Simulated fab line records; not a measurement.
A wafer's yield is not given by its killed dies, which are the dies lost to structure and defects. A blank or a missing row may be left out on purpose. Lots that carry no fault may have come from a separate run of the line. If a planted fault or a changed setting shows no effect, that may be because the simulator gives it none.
Which of the tools did it?	flow gf180mcu	39 wafers from 13 lots sampled at 2 of the route's 602 steps

## WHAT EACH GAUGE READ, for each wafer
GF_M1_OVL_MEAS_15. Usual: M1_OVL gives 3 nm (standard deviation 6.9).
lot	measured	on	M1_OVL (nm)	flag
L660	day 16 19:18	overlay-01	3 7 -1	
L661	day 16 22:54	overlay-02	3 0 -2	
L662	day 17 09:38	overlay-01	21 26 20	
L665	day 18 22:50	overlay-02	-7 -9 -4	
L667	day 20 00:00	overlay-01	11 7 14	
L668	day 20 19:14	overlay-02	-9 7 7	
L673	day 22 09:37	overlay-02	6 10 14	
L674	day 22 20:30	overlay-02	12 -1 -4	
L678	day 23 14:08	overlay-02	-1 2 2	
L680	day 24 04:58	overlay-02	6 2 1	
L679	day 24 10:37	overlay-01	2 2 -6	
L681	day 24 11:37	overlay-01	5 2 2	
L682	day 24 19:18	overlay-02	0 -1 -8	

GF_V1_BOW_MEAS_05. Usual: V1_BOW gives 80 um (standard deviation 6.8).
lot	measured	on	V1_BOW (um)	flag
L660	day 16 20:41	filmMetro-02	83 64 75	
L661	day 17 00:18	filmMetro-02	82 75 73	
L662	day 17 10:55	filmMetro-02	78 85 83	
L665	day 19 00:19	filmMetro-01	79 76 73	
L667	day 20 01:47	filmMetro-02	85 79 90	
L668	day 20 20:30	filmMetro-04	77 82 78	
L673	day 22 10:55	filmMetro-01	82 83 81	
L674	day 22 21:47	filmMetro-02	87 86 82	
L678	day 23 15:29	filmMetro-02	83 86 81	
L680	day 24 06:15	filmMetro-01	73 82 77	
L679	day 24 12:02	filmMetro-04	100 74 81	
L681	day 24 12:57	filmMetro-01	86 83 95	
L682	day 24 20:41	filmMetro-04	85 90 87	

## WHICH TOOL RAN EACH LOT (tool, then ch and the chambers of the sampled wafers, then the start)
No process step before these readings appears in the record.

## WHAT THE TOOLS THEMSELVES READ (means of the sampled wafers that have a number; where no wafer has one, the mark that the record gives instead)
The record holds no such reading with a usual standard deviation.

## THE ANSWER, worked out from the rows above alone
Rule: a lot is off if the mean of its wafers that have a number lies more than 3 standard deviations from the usual mean. A lot without any number at a reading at which 4 lots or more have one is off too. The other lots that the step has rows for count as sound. The gauges are gone through in route order, then the tools' own readings, and for those a lot's mean is taken as printed above. At the first step where some lot is off, the reading lying furthest off is the one used; lots without a number count as furthest.
None of the lots is off at any reading shown; this tells nothing.

## WHAT HAD BEEN PUT IN BY THE SIMULATOR
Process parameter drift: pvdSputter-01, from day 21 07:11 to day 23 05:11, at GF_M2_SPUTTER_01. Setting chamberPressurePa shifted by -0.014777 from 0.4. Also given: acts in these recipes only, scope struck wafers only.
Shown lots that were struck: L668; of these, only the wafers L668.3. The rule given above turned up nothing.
